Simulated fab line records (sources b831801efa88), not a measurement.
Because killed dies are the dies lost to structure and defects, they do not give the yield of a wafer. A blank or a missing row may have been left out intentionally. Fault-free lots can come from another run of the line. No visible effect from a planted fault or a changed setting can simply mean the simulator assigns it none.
Which tool is to blame? | flow gf180mcu | 12 lots with 36 wafers sampled at 3 steps, on a route of 602 steps

== WHAT THE GAUGES SHOWED, per wafer ==
GF_V4_CD_MEAS_14: target cd 260 nm.
lot  | measured     | on        | cd nm (nm)
L075 | day 24 19:25 | cd sem-01 | 259.4 260.1 260.1
L077 | day 25 16:59 | cd sem-02 | 260.9 259.4 261.1
L078 | day 26 06:28 | cd sem-01 | 259.7 259.6 259.4
L081 | day 26 19:59 | cd sem-01 | 257.6 257.5 257.8
L083 | day 27 09:24 | cd sem-01 | 258.8 258.7 258.2
L085 | day 28 04:32 | cd sem-01 | 262.3 260.5 261.0
L087 | day 28 17:22 | cd sem-02 | 259.6 260.0 260.4
L089 | day 29 05:01 | cd sem-02 | 260.2 260.7 260.7
L091 | day 29 23:17 | cd sem-02 | 257.7 257.8 258.0
L093 | day 30 10:15 | cd sem-01 | 259.7 258.1 258.8
L095 | day 30 22:03 | cd sem-02 | 260.0 260.6 261.4
L097 | day 31 13:25 | cd sem-02 | 262.0 261.2 260.8

== EACH LOT AND THE TOOL THAT RAN IT (in order: tool; ch and the chambers of the sampled wafers; start) ==
lot  | GF_V2_CVD_23                  | GF_M4_SPUTTER_02
L075 | cvd w-02 ch 0,1, day 20 18:36 | pvd sputter-01, day 22 21:49
L077 | cvd w-01 ch 0,1, day 21 17:42 | pvd sputter-01, day 23 19:40
L078 | cvd w-01 ch 0,1, day 22 07:53 | pvd sputter-01, day 24 10:32
L081 | cvd w-01 ch 0,1, day 23 00:38 | pvd sputter-01, day 25 00:13
L083 | cvd w-02 ch 1, day 23 13:38   | pvd sputter-01, day 25 14:01
L085 | cvd w-02 ch 0,1, day 24 11:47 | pvd sputter-01, day 26 11:03
L087 | cvd w-02 ch 0,1, day 25 03:08 | pvd sputter-04, day 27 00:54
L089 | cvd w-02 ch 0,1, day 25 14:51 | pvd sputter-02, day 27 12:22
L091 | cvd w-02 ch 0,1, day 26 11:22 | pvd sputter-01, day 28 08:06
L093 | cvd w-01 ch 1, day 26 21:52   | pvd sputter-02, day 28 18:29
L095 | cvd w-02 ch 0,1, day 27 11:55 | pvd sputter-04, day 29 07:16
L097 | cvd w-01 ch 0,1, day 28 04:45 | pvd sputter-02, day 29 23:25
- GF_V2_CVD_23: deposits W, target thk 350 nm, time 104.94 s.
- GF_M4_SPUTTER_02: material AlCu, target thk 450 nm, time 23.9 s.

== THE ANSWER, worked out from the rows above alone ==
Rule: usual is defined by the lots themselves. The widest of any qualifying gaps counts: lots, ordered by their means at a reading, are off when they make up no more than a third of the lots, leave a main group of 4 or more, and stand apart from it by 3 or more times the standard deviation of that group's means. A main group whose means are all the same, to the digits that the tables above print for the reading, isn't used. Also off: a lot with no number at a reading for which 4 or more lots have one. The other lots that the step has rows for count as sound.
Across all readings shown, no lot is off: no conclusion can be drawn from this.

== WHAT THE SIMULATOR HAD PUT IN ==
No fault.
